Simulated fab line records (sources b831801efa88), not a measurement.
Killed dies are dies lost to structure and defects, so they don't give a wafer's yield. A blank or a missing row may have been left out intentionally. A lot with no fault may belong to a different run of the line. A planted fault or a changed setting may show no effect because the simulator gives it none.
fab line records	flow sky130
[record] lots = 5	wafers = 15	lastDay = 50
route steps=708 shown VIA2@524 METAL3@532 CAPM@537 PAD_OPEN@708
lots untouched by any fault: they come from a run of this same line in which no faults occurred
startH: hours from the record's first day to the start of the lot's first wafer shown	waitH: how many hours have passed since the lot's step before this one	" unchanged from the row above	L1.1+2: one row covering several wafers at once	- value missing, or start not given	* or withheld: withheld	< > ~ a bound
route shown NAME@n: a module of which the file shows steps, and the number in the route of the first	usual: mean and standard deviation over wafers with no fault	same: alike in all rows	chamber/n: place in a boat	sites: the reading at each site	_std_site: the standard deviation of these	_edge_site: outer sites' mean less inner sites'	radiusMm: for every site, how far away it sits from the centre of the wafer	mask NAME#n: copy n	behind: the tool/chamber that last shaped the wafer	hold: why the lot went on hold/how many hours it stayed there/how the hold came to an end	device: which transistor (n, p or np) failed to switch	end of line: at the end of the route, the tests of the same wafers	for a step that has no rows: nothing shown but its recipe	killed: at the first sort, the dies lost to defects and structure; wafer yield is something else	map: a wafer's dies, x killed, . not, _ none there
set.NAME: setting as actually run; set.NAME@STEP: the setting as run at that earlier step	model.NAME: the simulator's own value behind a step, which no gauge read
a table for each step, a row for each wafer; lots at some steps of the route
services: from which hour (startH, from the record's first day; less than 0 if before it) a tool's chamber was out of use, for how many hours, and why
[[steps]]
[step SKY_VIA2_STRIP_17]
[recipe] chemistry = postEtchResidueRemover	timeS = 1200	tempC = 72.5
[step SKY_VIA2_CLEAN_18]
[recipe] chemistry = IPA	timeS = 180	tempC = 25
[step SKY_VIA2_CLEAN_19]
[recipe] chemistry = O3/DIW	dry = n2Spin
[step SKY_VIA2_SPUTTER_20]
[recipe] material = TiN	targetThkNm = 20	chamberPressurePa = 5	powerW = 4000	timeS = 80
[step SKY_VIA2_CVD_21]
[recipe] material = W	targetThkNm = 420	timeS = 126.4	tempC = 400	pressureTorr = 40
[usual] heaterPowerW = 888/96
lot.wafer	tool	chamber	startH	waitH	heaterPowerW
L343.3	cvdW-02	1	860.19	0.1	917
L343.4	"	0	"	"	1002
L343.5	"	1	"	"	912
L347.1	cvdW-01	1	895.55	0.0	788
L347.2	"	0	"	"	837
L347.6	"	1	"	"	786
L350.1	cvdW-01	0	925.65	0.0	836
L350.3	"	1	"	"	727
L350.6	"	1	"	"	724
L351.3	cvdW-02	0	929.49	0.1	993
L351.4	"	1	"	"	915
L351.6	"	0	"	"	982
L361.1	cvdW-02	1	1001.44	0.0	918
L361.2	"	0	"	"	1012
L361.3	"	1	"	"	928
[step SKY_VIA2_RS_MEAS_22]
[recipe] thkMeasGauge = four-point-probe	reads = W_of_VIA2_CVD_21+TiN_of_VIA2_SPUTTER_20
[usual] VIA2_W_RS = 0.2744/0.0022
lot.wafer	tool	chamber	startH	waitH	VIA2_W_RS[ohm/sq]
L343.3	filmMetro-03	-	860.37	0.1	0.2750
L343.4	"	-	"	"	0.2731
L343.5	"	-	"	"	0.2731
L347.1	filmMetro-04	-	895.68	0.1	0.2751
L347.2	"	-	"	"	0.2762
L347.6	"	-	"	"	0.2747
L350.1	filmMetro-01	-	925.79	0.1	0.2739
L350.3	"	-	"	"	0.2726
L350.6	"	-	"	"	0.2722
L351.3	filmMetro-04	-	929.62	0.1	0.2773
L351.4	"	-	"	"	0.2794
L351.6	"	-	"	"	0.2744
L361.1	filmMetro-03	-	1001.57	0.1	0.2731
L361.2	"	-	"	"	0.2715
L361.3	"	-	"	"	0.2759
[step SKY_VIA2_THK_MEAS_23]
[recipe] thkMeasGauge = xrf	reads = W_of_VIA2_CVD_21
[usual] VIA2_W_THK = 413/6.2
lot.wafer	tool	chamber	startH	waitH	VIA2_W_THK[nm]
L343.3	filmMetro-03	-	860.47	0.1	410
L343.4	"	-	"	"	414
L343.5	"	-	"	"	412
L347.1	filmMetro-04	-	895.80	0.1	408
L347.2	"	-	"	"	406
L347.6	"	-	"	"	406
L350.1	filmMetro-01	-	925.91	0.1	418
L350.3	"	-	"	"	423
L350.6	"	-	"	"	422
L351.3	filmMetro-04	-	929.72	0.1	402
L351.4	"	-	"	"	398
L351.6	"	-	"	"	407
L361.1	filmMetro-03	-	1001.69	0.1	412
L361.2	"	-	"	"	417
L361.3	"	-	"	"	405
[step SKY_VIA2_CMP_24]
[recipe] stopOn = SiO2	tOverpolishS = 20	downForcePsi = 3.5	platenRpm = 60	targetThkNm = 0	padVelocityMS = 0.94248
[usual] motorCurrentA = 11.3/0.75	overpolishRunS = 20.001/0.0079	timeToEndpointS = 102/3.5
lot.wafer	tool	chamber	startH	waitH	motorCurrentA	overpolishRunS	timeToEndpointS
L343.4	cmp-01	3	860.61	0.1	11.6	20.014	98
L343.3	"	0	"	"	12.7	19.993	98
L343.5	"	1	"	"	11.4	20.002	101
L347.1	cmp-01	2	895.91	0.1	10.8	20.004	105
L347.2	"	0	"	"	13.2	20.012	105
L347.6	"	2	"	"	10.4	19.987	105
L350.3	cmp-02	1	926.07	0.1	10.9	20.008	99
L350.1	"	2	"	"	11.3	19.992	103
L350.6	"	0	"	"	10.0	20.013	98
L351.3	cmp-02	0	929.76	0.0	10.2	19.997	98
L351.4	"	2	"	"	11.6	19.999	99
L351.6	"	1	"	"	11.9	20.000	97
L361.1	cmp-01	0	1001.75	0.1	13.1	19.997	105
L361.3	"	1	"	"	11.3	19.993	105
L361.2	"	2	"	"	10.3	20.002	104
[step SKY_METAL3_SPUTTER_00]
[recipe] material = Ti	targetThkNm = 15	powerW = 3000	timeS = 10	chamberPressurePa = 0.4
[step SKY_METAL3_SPUTTER_01]
[recipe] material = TiN	targetThkNm = 20	powerW = 6500	timeS = 16.7	chamberPressurePa = 0.4
[usual] throttleValvePct = 29.4/0.96
lot.wafer	tool	chamber	startH	waitH	throttleValvePct
L343.3	pvdSputter-01	-	860.83	0.0	28.5
L343.4	"	-	"	"	30.6
L343.5	"	-	"	"	29.2
L347.1	pvdSputter-01	-	896.18	0.0	27.8
L347.2	"	-	"	"	29.6
L347.6	"	-	"	"	29.5
L350.1	pvdSputter-02	-	926.29	0.0	28.9
L350.3	"	-	"	"	28.0
L350.6	"	-	"	"	28.1
L351.3	pvdSputter-04	-	930.08	0.0	29.6
L351.4	"	-	"	"	30.8
L351.6	"	-	"	"	30.9
L361.1	pvdSputter-02	-	1002.07	0.0	29.3
L361.2	"	-	"	"	28.8
L361.3	"	-	"	"	28.1
[step SKY_METAL3_SPUTTER_02]
[recipe] material = AlCu	targetThkNm = 735	powerW = 10600	timeS = 39.1	chamberPressurePa = 0.4
[step SKY_METAL3_SPUTTER_03]
[recipe] material = Ti	targetThkNm = 5	powerW = 3000	timeS = 3.3	chamberPressurePa = 0.4
[step SKY_METAL3_SPUTTER_04]
[recipe] material = TiN	targetThkNm = 70	powerW = 6500	timeS = 58.3	chamberPressurePa = 0.4
[usual] throttleValvePct = 29.4/0.97
lot.wafer	tool	chamber	startH	waitH	throttleValvePct	model.TiN_of_METAL3_SPUTTER_04.thkNm
L343.3	pvdSputter-01	-	860.92	0.0	27.9	69.36
L343.4	"	-	"	"	30.5	69.7
L343.5	"	-	"	"	29.2	68.95
L347.1	pvdSputter-01	-	896.26	0.0	27.9	70
L347.2	"	-	"	"	29.1	69.78
L347.6	"	-	"	"	29.6	69.5
L350.1	pvdSputter-02	-	926.37	0.0	28.7	70.25
L350.3	"	-	"	"	28.1	70.57
L350.6	"	-	"	"	28.3	24.18
L351.3	pvdSputter-04	-	930.16	0.0	29.5	71.02
L351.4	"	-	"	"	30.8	70.37
L351.6	"	-	"	"	30.8	70.95
L361.1	pvdSputter-02	-	1002.15	0.0	29.3	71.28
L361.2	"	-	"	"	28.9	71.8
L361.3	"	-	"	"	28.2	70.96
[step SKY_CAPM_CVD_00]
[recipe] material = SiO2	targetThkNm = 15.5	tempC = 400	timeS = withheld	rfW = 450
[step SKY_CAPM_THK_MEAS_01]
[recipe] reads = SiO2_of_CAPM_CVD_00
[usual] CAPM_CVD_00_THK = 15.50/0.2
lot.wafer	tool	chamber	startH	waitH	CAPM_CVD_00_THK[nm]
L343.3	filmMetro-02	-	861.01	-	15.01
L343.4	"	-	"	"	15.31
L343.5	"	-	"	"	15.61
L347.1	filmMetro-01	-	896.33	-	15.54
L347.2	"	-	"	"	15.49
L347.6	"	-	"	"	15.60
L350.1	filmMetro-01	-	926.44	-	15.17
L350.3	"	-	"	"	15.34
L350.6	"	-	"	"	15.63
L351.3	filmMetro-01	-	930.26	-	15.66
L351.4	"	-	"	"	15.68
L351.6	"	-	"	"	15.58
L361.1	filmMetro-01	-	1002.23	-	15.47
L361.2	"	-	"	"	15.42
L361.3	"	-	"	"	15.61
[step SKY_CAPM_SPUTTER_02]
[recipe] material = TiN	targetThkNm = 200	tempC = 300	powerW = 6500	timeS = 166.7	chamberPressurePa = 0.4
[usual] throttleValvePct = 29.9/0.84
lot.wafer	tool	chamber	startH	waitH	throttleValvePct
L343.3	pvdSputter-01	-	861.05	0.0	30.7
L343.4	"	-	"	"	29.3
L343.5	"	-	"	"	29.0
L347.1	pvdSputter-04	-	896.39	0.1	30.3
L347.2	"	-	"	"	31.2
L347.6	"	-	"	"	30.9
L350.1	pvdSputter-03	-	926.50	0.1	29.2
L350.3	"	-	"	"	29.4
L350.6	"	-	"	"	29.1
L351.3	pvdSputter-03	-	930.30	0.0	29.1
L351.4	"	-	"	"	30.3
L351.6	"	-	"	"	29.1
L361.1	pvdSputter-04	-	1002.29	0.1	30.2
L361.2	"	-	"	"	29.7
L361.3	"	-	"	"	30.8
[step SKY_CAPM_RS_MEAS_03]
[recipe] thkMeasGauge = four-point-probe	reads = TiN_of_CAPM_SPUTTER_02
[usual] CAPM_TIN_RS = 6.92/0.069
lot.wafer	tool	chamber	startH	waitH	CAPM_TIN_RS[ohm/sq]
L343.3	filmMetro-01	-	861.20	0.1	6.85
L343.4	"	-	"	"	6.88
L343.5	"	-	"	"	6.88
L347.1	filmMetro-02	-	896.50	0.1	6.87
L347.2	"	-	"	"	6.83
L347.6	"	-	"	"	6.86
L350.1	filmMetro-02	-	926.61	0.1	6.82
L350.3	"	-	"	"	6.77
L350.6	"	-	"	"	6.83
L351.3	filmMetro-02	-	930.45	0.1	6.90
L351.4	"	-	"	"	6.90
L351.6	"	-	"	"	6.86
L361.1	filmMetro-02	-	1002.40	0.1	6.90
L361.2	"	-	"	"	6.85
L361.3	"	-	"	"	6.83
[step SKY_CAPM_THK_MEAS_04]
[recipe] thkMeasGauge = xrf	reads = TiN_of_CAPM_SPUTTER_02
[usual] CAPM_TIN_THK = 200.1/2.4
lot.wafer	tool	chamber	startH	waitH	CAPM_TIN_THK[nm]
L343.3	filmMetro-01	-	861.30	0.1	201.0
L343.4	"	-	"	"	201.3
L343.5	"	-	"	"	201.6
L347.1	filmMetro-02	-	896.62	0.1	202.2
L347.2	"	-	"	"	203.8
L347.6	"	-	"	"	202.8
L350.1	filmMetro-02	-	926.73	0.1	204.0
L350.3	"	-	"	"	205.2
L350.6	"	-	"	"	204.5
L351.3	filmMetro-02	-	930.55	0.1	202.4
L351.4	"	-	"	"	202.4
L351.6	"	-	"	"	202.0
L361.1	filmMetro-02	-	1002.52	0.1	202.9
L361.2	"	-	"	"	203.1
L361.3	"	-	"	"	205.4
[step SKY_CAPM_DEHYDRATE_05]
[recipe] tempC = 200	timeS = 60
[step SKY_CAPM_HMDS_06]
[recipe] primeTimeS = 60	primeTempC = 120
[step SKY_CAPM_COAT_07]
[recipe] resist = NOVOLAK	spinRpm = 3000	resistThkNm = 1140
[step SKY_CAPM_SOFTBAKE_08]
[recipe] tempC = 90	timeS = 60	resist = NOVOLAK
[step SKY_CAPM_EXPOSE_09]
[recipe] maskId = CAPM	na = 0.6	sourceShape = conventional	sigmaOuter = 0.6	polarization = unpolarized	targetCdNm = 1000	doseMj = 159
[step SKY_CAPM_PEB_10]
[recipe] tempC = withheld	timeS = *	resist = NOVOLAK
[step SKY_CAPM_DEVELOP_11]
[recipe] resist = NOVOLAK	developer = TMAH	developTimeS = 60	devTempC = 23
[step SKY_CAPM_OVL_MEAS_12]
[usual] CAPM_OVL = 0.1/1.4
lot.wafer	tool	chamber	startH	waitH	CAPM_OVL[nm]
L343.3	overlay-02	-	886.24	0.1	-1.1
L343.4	"	-	"	"	-0.1
L343.5	"	-	"	"	0.9
L347.1	overlay-02	-	921.27	0.1	-1.8
L347.2	"	-	"	"	-0.6
L347.6	"	-	"	"	-1.8
L350.1	overlay-01	-	950.69	0.1	2.7
L350.3	"	-	"	"	4.1
L350.6	"	-	"	"	1.2
L351.3	overlay-02	-	954.54	0.1	0.0
L351.4	"	-	"	"	-0.7
L351.6	"	-	"	"	1.6
L361.1	overlay-02	-	1024.42	0.1	0.3
L361.2	"	-	"	"	1.0
L361.3	"	-	"	"	1.2
[step SKY_CAPM_METAL_ETCH_13]
[recipe] targetDepthNm = 220	stopOn = SiO2	chemistry = Cl2/BCl3	target = TiN	pressureMtorr = 10	icpW = 900	biasW = 48.5	Cl2_flow_sccm = 60	bcl3FlowSccm = 30	timeS = 62.9
[step SKY_CAPM_STRIP_14]
[recipe] chemistry = O2/N2	powerW = 1400	pressureMtorr = 1500	platenTempC = withheld	o2FlowSccm = 3091	n2FlowSccm = 300	overashFraction = 0.5
[usual] drypumpMotorCurrentA = 5.97/0.27	oesProductAu = 0.711/0.0046	stripTimeToEndpointS = 12.67/0.051
lot.wafer	tool	chamber	startH	waitH	drypumpMotorCurrentA	oesProductAu	rfHoursCounterH	stripTimeToEndpointS
L343.3	plasmaAsher-01	0	886.38	0.1	5.55	0.716	-	12.74
L343.4	"	1	"	"	6.02	0.713	-	12.72
L343.5	"	0	"	"	5.55	0.716	-	12.74
L347.1	plasmaAsher-04	0	921.38	0.1	6.28	0.721	49	12.61
L347.2	"	1	"	"	5.96	0.705	49	12.61
L347.6	"	0	"	"	6.21	0.714	-	12.58
L350.1	plasmaAsher-01	1	950.80	0.1	6.03	0.712	21	12.71
L350.3	"	0	"	"	5.58	0.711	-	12.63
L350.6	"	0	"	"	5.59	0.701	-	12.71
L351.3	plasmaAsher-04	0	954.68	0.1	6.26	0.705	-	12.68
L351.4	"	1	"	"	5.97	0.710	-	12.75
L351.6	"	0	"	"	6.25	0.720	-	12.68
L361.1	plasmaAsher-01	1	1024.54	0.1	6.02	0.707	28	12.80
L361.2	"	0	"	"	5.58	0.713	28	12.69
L361.3	"	1	"	"	6.02	0.710	-	12.77
[step SKY_CAPM_STRIP_15]
[recipe] chemistry = postEtchResidueRemover	timeS = 1200	tempC = 72.5
[step SKY_CAPM_CLEAN_16]
[recipe] chemistry = IPA	timeS = 180	tempC = 25
[step SKY_CAPM_CLEAN_17]
[recipe] chemistry = O3/DIW	dry = n2Spin
[step SKY_METAL3_DEHYDRATE_05]
[recipe] tempC = 200	timeS = 60
[step SKY_METAL3_HMDS_06]
[recipe] primeTimeS = 60	primeTempC = 120
[step SKY_METAL3_COAT_07]
[recipe] resist = BARC	tempC = withheld	timeS = withheld	spinRpm = 3000	resistThkNm = 60
[step SKY_METAL3_COAT_08]
[recipe] resist = KrF-thick	spinRpm = 3000	resistThkNm = 1140
[step SKY_METAL3_SOFTBAKE_09]
[recipe] tempC = 100	timeS = 90	resist = KrF-thick
[step SKY_METAL3_EXPOSE_10]
[recipe] maskId = MM3	na = 0.68	sourceShape = annular	sigmaInner = 0.4	sigmaOuter = 0.8	targetCdNm = 300	doseMj = 28
[step SKY_METAL3_PEB_11]
[recipe] pebTempC = withheld	pebTimeS = withheld	resist = KrF-thick
[step SKY_METAL3_DEVELOP_12]
[recipe] developTimeS = 60	resist = KrF-thick	devTempC = 21
[step SKY_METAL3_CD_MEAS_13]
[recipe] targetCdNm = 300
[usual] cdNm = 299.9/1.8
lot.wafer	tool	chamber	startH	waitH	cdNm
L343.3	cdSem-02	-	912.47	-	300.2
L343.4	"	-	"	"	300.6
L343.5	"	-	"	"	299.6
L347.1	cdSem-02	-	946.62	-	300.2
L347.2	"	-	"	"	299.7
L347.6	"	-	"	"	299.2
L350.1	cdSem-01	-	975.03	-	297.2
L350.3	"	-	"	"	295.6
L350.6	"	-	"	"	297.0
L351.3	cdSem-01	-	979.04	-	300.8
L351.4	"	-	"	"	301.4
L351.6	"	-	"	"	300.1
L361.1	cdSem-02	-	1047.38	-	301.0
L361.2	"	-	"	"	301.4
L361.3	"	-	"	"	300.6
[step SKY_METAL3_OVL_MEAS_14]
[usual] METAL3_OVL = -2/5.9
lot.wafer	tool	chamber	startH	waitH	METAL3_OVL[nm]
L343.3	overlay-02	-	912.56	0.1	-3
L343.4	"	-	"	"	-6
L343.5	"	-	"	"	-7
L347.1	overlay-02	-	946.74	0.1	-4
L347.2	"	-	"	"	4
L347.6	"	-	"	"	2
L350.1	overlay-02	-	975.15	0.1	-2
L350.3	"	-	"	"	-1
L350.6	"	-	"	"	-5
L351.3	overlay-01	-	979.13	0.1	-2
L351.4	"	-	"	"	-6
L351.6	"	-	"	"	-6
L361.1	overlay-02	-	1047.50	0.1	-3
L361.2	"	-	"	"	-5
L361.3	"	-	"	"	-2
[step SKY_METAL3_DESCUM_15]
[recipe] chemistry = O2	sourcePowerW = 150	biasPowerW = 0	pressureMtorr = 10	tempC = 40	timeS = 8
[step SKY_METAL3_METAL_ETCH_18]
[recipe] targetDepthA = 8450	stopOn = SiO2	overEtchFrac = 0.3	timeS = 183.1	chemistry = Cl2/BCl3	resistSidewallDeg = 88	pressureMtorr = 10	icpW = 900	biasW = 48.5	Cl2_flow_sccm = 60	bcl3FlowSccm = 30
[usual] drypumpMotorCurrentA = 5.8/0.38	oesProductAu = 0.868/0.0054	throttleValvePct = 22.263/0.009
lot.wafer	tool	chamber	startH	waitH	drypumpMotorCurrentA	oesProductAu	rfHoursCounterH	throttleValvePct
L343.3	rieMetal-03	1	912.80	0.1	6.2	0.865	-	22.255
L343.4	"	0	"	"	5.3	0.866	-	22.255
L343.5	"	0	"	"	5.3	0.860	-	22.262
L347.1	rieMetal-02	1	946.93	0.0	5.8	0.861	5	22.269
L347.2	"	0	"	"	5.7	0.877	7	22.275
L347.6	"	0	"	"	5.7	0.867	-	22.241
L350.1	rieMetal-03	0	975.34	0.0	5.3	0.866	11	22.251
L350.3	"	0	"	"	5.3	0.864	-	22.265
L350.6	"	1	"	"	6.2	0.840	-	22.275
L351.3	rieMetal-01	1	979.37	0.1	6.4	0.867	-	22.278
L351.4	"	0	"	"	5.2	0.858	-	22.255
L351.6	"	1	"	"	6.4	0.864	-	22.260
L361.1	rieMetal-03	1	1047.69	0.0	6.2	0.869	12	22.260
L361.2	"	0	"	"	5.3	0.872	16	22.264
L361.3	"	0	"	"	5.3	0.870	-	22.264
[step SKY_PAD_OPEN_PROBE_99]
[usual] defectLimitedYield = 82.4/1.8	killed_at_M0_to_M3 = 44/7	killed_at_M4_up = 3.2/2	killedAtContacts = 25/5.3	killedAtFrontEnd = 15/4.3	killedAtOther = 0.3/0.54	killedDies = 86/8.7	killedOnRim = 17/3.6	killedOpen = 47/6.4	killedShort = 39/5.6	sort_bin_3_pad_short = 0.9/0.43	sort_bin_5_function = 10.4/1.4	sort_bin_6_memory = 6.3/1.2	sortNPass = 406/8.7	sortYieldPct = 82.4/1.8
[same] grossDies = 492	killedAtBackSide = 0	sort_bin_4_leakage[%] = 0	sort_bin_8_speed[%] = 0
lot.wafer	tool	chamber	startH	waitH	defectLimitedYield[%]	killed_at_M0_to_M3	killed_at_M4_up	killedAtContacts	killedAtFrontEnd	killedAtOther	killedDies	killedOnRim	killedOpen	killedShort	sort_bin_3_pad_short[%]	sort_bin_5_function[%]	sort_bin_6_memory[%]	sortNPass	sortYieldPct[%]	model.etest.via3Chain.rcOhm
L343.3	prober-01	-	1082.50	0.2	81.1	49	5	26	12	1	93	21	49	44	1.8	11.4	5.7	399	81.1	9.288
L343.4	prober-01	-	1082.55	0.2	86.0	39	2	22	5	1	69	10	28	41	0.4	7.9	5.7	423	86.0	9.554
L343.5	prober-01	-	1082.60	0.2	83.1	38	4	29	12	0	83	15	42	41	0.8	8.9	7.1	409	83.1	9.275
L347.1	prober-01	-	1110.30	0.1	83.3	36	5	27	12	2	82	24	54	26	0.4	10.6	5.7	410	83.3	9.698
L347.2	prober-01	-	1110.35	0.1	85.4	33	0	30	9	0	72	10	42	30	0.6	8.7	5.3	420	85.4	9.12
L347.6	prober-01	-	1110.55	0.2	83.1	49	2	19	12	1	83	19	46	36	1.8	10.0	5.1	409	83.1	9.206
L350.1	prober-02	-	1134.94	0.1	82.3	57	4	20	6	0	87	16	52	35	1.0	9.1	7.5	405	82.3	9.614
L350.3	prober-02	-	1135.04	0.2	82.7	51	5	20	9	0	85	16	46	39	1.2	11.8	4.3	407	82.7	10.14
L350.6	prober-02	-	1135.19	0.2	86.4	36	2	19	10	0	67	13	38	29	1.0	6.9	5.7	425	86.4	8.085
L351.3	prober-01	-	1137.47	0.2	81.7	46	1	27	16	0	90	23	41	49	1.0	11.2	6.1	402	81.7	9.944
L351.4	prober-01	-	1137.52	0.2	82.9	38	3	28	15	0	84	17	47	36	0.2	8.9	7.9	408	82.9	9.85
L351.6	prober-01	-	1137.62	0.2	84.3	46	1	22	8	0	77	20	47	30	1.8	9.6	4.3	415	84.3	9.419
L361.1	prober-01	-	1190.19	0.1	84.1	33	1	24	20	0	78	18	45	33	0.2	11.2	4.5	414	84.1	9.47
L361.2	prober-01	-	1190.24	0.1	79.9	49	4	27	19	0	99	18	51	48	0	11.0	9.1	393	79.9	9.64
L361.3	prober-01	-	1190.29	0.2	81.5	49	1	23	18	0	91	16	54	37	0.6	10.2	7.7	401	81.5	9.194
// killed by level:class
L343.3 VIA1:geometricParticle:open=13 VIA2:geometricParticle:open=10 METAL2:geometricParticle:short=8 LI_CONTACT:geometricParticle:open=7 CONTACT:geometricParticle:short=6 CONTACT:geometricParticle:open=5 VIA1:geometricParticle:short=5 LI_CONTACT:geometricParticle:short=4
L343.4 VIA1:geometricParticle:open=8 CONTACT:geometricParticle:short=7 LI_CONTACT:geometricParticle:open=6 LOCAL_INTERCONNECT:geometricParticle:short=5 METAL1:geometricParticle:short=5 METAL2:geometricParticle:short=5 VIA2:geometricParticle:short=4 VIA3:geometricParticle:open=4
L343.5 VIA3:geometricParticle:open=11 CONTACT:geometricParticle:short=8 LI_CONTACT:geometricParticle:open=7 LOCAL_INTERCONNECT:geometricParticle:short=7 VIA1:geometricParticle:open=6 CONTACT:geometricParticle:open=5 VIA2:geometricParticle:open=5 METAL2:geometricParticle:short=4
L347.1 CONTACT:geometricParticle:open=13 LI_CONTACT:geometricParticle:open=8 VIA2:geometricParticle:open=8 VIA1:geometricParticle:open=6 FIELD_ISO:geometricParticle:short=4 METAL1:geometricParticle:short=4 FIELD_ISO:geometricParticle:open=3 METAL2:geometricParticle:short=3
L347.2 CONTACT:geometricParticle:open=11 VIA1:geometricParticle:open=8 LI_CONTACT:geometricParticle:open=7 LOCAL_INTERCONNECT:geometricParticle:short=6 VIA2:geometricParticle:open=6 VIA3:geometricParticle:open=5 METAL2:geometricParticle:short=4 VIA2:geometricParticle:short=3
L347.6 VIA2:geometricParticle:open=11 VIA1:geometricParticle:short=7 VIA3:geometricParticle:open=7 VIA1:geometricParticle:open=6 POLY_GATE:geometricParticle:open=5 CONTACT:geometricParticle:open=5 CONTACT:geometricParticle:short=5 METAL1:geometricParticle:short=5
L350.1 VIA1:geometricParticle:open=17 METAL1:geometricParticle:short=9 CONTACT:geometricParticle:open=8 VIA3:geometricParticle:open=8 VIA1:geometricParticle:short=6 VIA2:geometricParticle:open=6 LI_CONTACT:geometricParticle:open=5 LOCAL_INTERCONNECT:geometricParticle:short=4
L350.3 VIA1:geometricParticle:open=14 CONTACT:geometricParticle:open=9 VIA1:geometricParticle:short=8 METAL2:geometricParticle:short=6 VIA3:geometricParticle:open=5 VIA2:geometricParticle:short=5 LI_CONTACT:geometricParticle:open=4 VIA2:geometricParticle:open=4
L350.6 VIA1:geometricParticle:open=10 LOCAL_INTERCONNECT:geometricParticle:short=7 METAL2:geometricParticle:short=7 CONTACT:geometricParticle:open=6 VIA3:geometricParticle:open=6 LI_CONTACT:geometricParticle:open=4 VIA1:geometricParticle:short=4 VIA2:geometricParticle:open=4
L351.3 CONTACT:geometricParticle:open=9 VIA1:geometricParticle:open=8 VIA1:geometricParticle:short=6 VIA3:geometricParticle:open=6 CONTACT:geometricParticle:short=5 POLY_GATE:geometricParticle:short=5 LI_CONTACT:geometricParticle:short=5 METAL1:geometricParticle:short=5
L351.4 CONTACT:geometricParticle:open=10 CONTACT:geometricParticle:short=7 VIA1:geometricParticle:open=7 LI_CONTACT:geometricParticle:open=6 VIA3:geometricParticle:open=6 FIELD_ISO:geometricParticle:short=5 VIA3:geometricParticle:short=5 VIA2:geometricParticle:open=5
L351.6 METAL1:geometricParticle:short=11 VIA1:geometricParticle:open=8 VIA2:geometricParticle:open=7 LI_CONTACT:geometricParticle:open=6 VIA3:geometricParticle:open=6 LOCAL_INTERCONNECT:geometricParticle:short=5 CONTACT:geometricParticle:open=5 FIELD_ISO:geometricParticle:open=4
L361.1 FIELD_ISO:geometricParticle:short=10 CONTACT:geometricParticle:open=10 VIA3:geometricParticle:open=8 LI_CONTACT:geometricParticle:open=7 LOCAL_INTERCONNECT:geometricParticle:short=6 FIELD_ISO:geometricParticle:open=5 VIA2:geometricParticle:open=5 VIA1:geometricParticle:open=3
L361.2 VIA3:geometricParticle:open=12 METAL2:geometricParticle:short=9 LI_CONTACT:geometricParticle:open=7 LOCAL_INTERCONNECT:geometricParticle:short=7 METAL1:geometricParticle:short=7 POLY_GATE:geometricParticle:open=6 VIA2:geometricParticle:open=6 CONTACT:geometricParticle:short=5
L361.3 VIA1:geometricParticle:open=13 LI_CONTACT:geometricParticle:open=8 CONTACT:geometricParticle:open=8 VIA3:geometricParticle:open=8 METAL2:geometricParticle:short=7 FIELD_ISO:geometricParticle:open=6 VIA2:geometricParticle:open=6 FIELD_ISO:geometricParticle:short=5
[[services]]
tool	chamber	startH	hours	kind
cvdW-01	0	851.99	8.1	repair
cmp-02	-	864.14	9.1	pm
pvdSputter-02	-	879.21	1.4	repair
cmp-01	-	881.58	3.0	repair
pvdSputter-04	-	885.23	8.5	repair
plasmaAsher-01	-	888.06	0.5	repair
plasmaAsher-04	-	890.69	1.2	repair
cvdW-01	-	903.25	0.9	repair
cvdW-01	-	904.20	14.0	pm
cmp-01	-	912.64	4.0	pm
pvdSputter-02	-	935.66	2.6	repair
rieMetal-03	0	942.87	1.1	repair
pvdSputter-02	-	946.19	4.0	repair
cmp-02	-	954.03	0.4	repair
cvdW-01	-	958.58	1.2	repair
pvdSputter-02	-	960.31	6.9	repair
cmp-01	-	960.38	1.1	repair
cmp-01	-	961.47	4.8	pm
cvdW-01	-	972.74	2.0	repair
pvdSputter-01	-	1005.01	14.3	repair
pvdSputter-01	-	1006.91	0.7	repair
cmp-02	-	1016.71	0.7	repair
cmp-02	-	1019.20	2.6	repair
cmp-02	-	1030.24	1.6	repair
[[key]]
[firstSign] step = SKY_METAL3_METAL_ETCH_18	reading = oesProductAu	direction = down	sigmas = 5.2	usual = 0.868	struck = 0.840
effect none on later readings
[modelEffect] step = SKY_METAL3_SPUTTER_04	value = TiN_of_METAL3_SPUTTER_04.thkNm	without = 70.03	struck = 24.18
[modelEffect] step = SKY_PAD_OPEN_PROBE_99	value = etest.via3Chain.rcOhm	without = 9.342	struck = 8.085
metAt SKY_METAL3_SPUTTER_04
struckWafers L350.6
[fault] kind = processParameterDrift	tool = pvdSputter-02	chamber = -	onsetH = 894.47	steps = SKY_METAL3_SPUTTER_04	channel = targetThkNm	offset = -45.845	shape = step	endH = 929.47	actsIn = theseRecipesOnly	stated = 70	scope = struckWafersOnly
